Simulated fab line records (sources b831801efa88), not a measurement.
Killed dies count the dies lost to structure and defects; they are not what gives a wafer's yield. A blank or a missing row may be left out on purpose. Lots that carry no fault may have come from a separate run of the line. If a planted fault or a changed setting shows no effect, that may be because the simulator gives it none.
One fault seen from 2 desks || flow sky130 || every desk sees just its own numbers, and what lay behind them comes last

== DESK OF THE TOOL OWNER: pvd sputter-01 ==
The tool's own readings at SKY_METAL4_SPUTTER_00 (material Ti, target thk 15 nm, time 10 s): means of the sampled wafers that have a number, for each lot that ran on this tool. The brackets show how far a lot's mean lies from the usual mean; more than 4 standard deviations puts the lot out of limits, marked OUT.
Columns: A = chamber pressure pa at SKY_METAL4_SPUTTER_00, usual 0.4000 Pa; B = throttle valve pct at SKY_METAL4_SPUTTER_00, usual 29.9 %
{"lot": "L843", "first seen here": "day 40 19:10", "A": 0.4004, "B": 29.9}
{"lot": "L849", "first seen here": "day 41 21:33", "A": 0.3999, "B": 30.0}
{"lot": "L851", "first seen here": "day 42 04:17", "A": 0.4000, "B": 30.2}
{"lot": "L857", "first seen here": "day 46 18:27", "A": "0.4160 (+18) OUT", "B": 28.6}
This desk's finding: out of limits on L857; first on L857, day 46 18:27 (chamber pressure pa at SKY_METAL4_SPUTTER_00). L843, L849, L851 stayed within limits.

== AT THE METROLOGY DESK ==
Means of the sampled wafers that have a number, per lot and without regard to the tool the lot ran on: this is what the gauges read. The brackets show how far a lot's mean lies from the usual mean; more than 4 standard deviations puts the lot out of limits, marked OUT.
Columns: A = VIA3_OVL at SKY_VIA3_OVL_MEAS_13, usual 0 nm; B = VIA3_W_RS at SKY_VIA3_RS_MEAS_22, usual 0.295 ohm/sq; C = VIA3_W_THK at SKY_VIA3_THK_MEAS_23, usual 403 nm
{"lot": "L843", "first seen here": "day 40 17:46", "A": -2, "B": 0.296, "C": 403}
{"lot": "L849", "first seen here": "day 41 20:09", "A": 7, "B": 0.295, "C": 410}
{"lot": "L851", "first seen here": "day 42 02:54", "A": -10, "B": 0.296, "C": 406}
{"lot": "L857", "first seen here": "day 46 17:04", "A": 5, "B": 0.296, "C": 399}
{"lot": "L864", "first seen here": "day 46 20:19", "A": 3, "B": 0.299, "C": 396}
This desk found nothing out of limits on any of the 5 lots.

== ALL TOGETHER ==
The tool owner's desk had the chance to raise an alarm at day 46 18:27 on L857.
At the metrology desk, nothing out of limits was observed.
The metrology desk holds a record of L857, inside its limits.
SKY_METAL4_SPUTTER_00 was run on pvd sputter-01 by each of the lots named.

== WHAT WAS PUT IN BY THE SIMULATOR ==
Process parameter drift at SKY_METAL4_SPUTTER_00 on pvd sputter-01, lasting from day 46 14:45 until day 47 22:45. The setting chamber pressure pa was moved by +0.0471, starting from 0.4. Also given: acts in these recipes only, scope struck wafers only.
Struck lots among those shown: L857.
Hours from the fault's start to each desk's first reading out of limits: the tool owner's desk, 4.
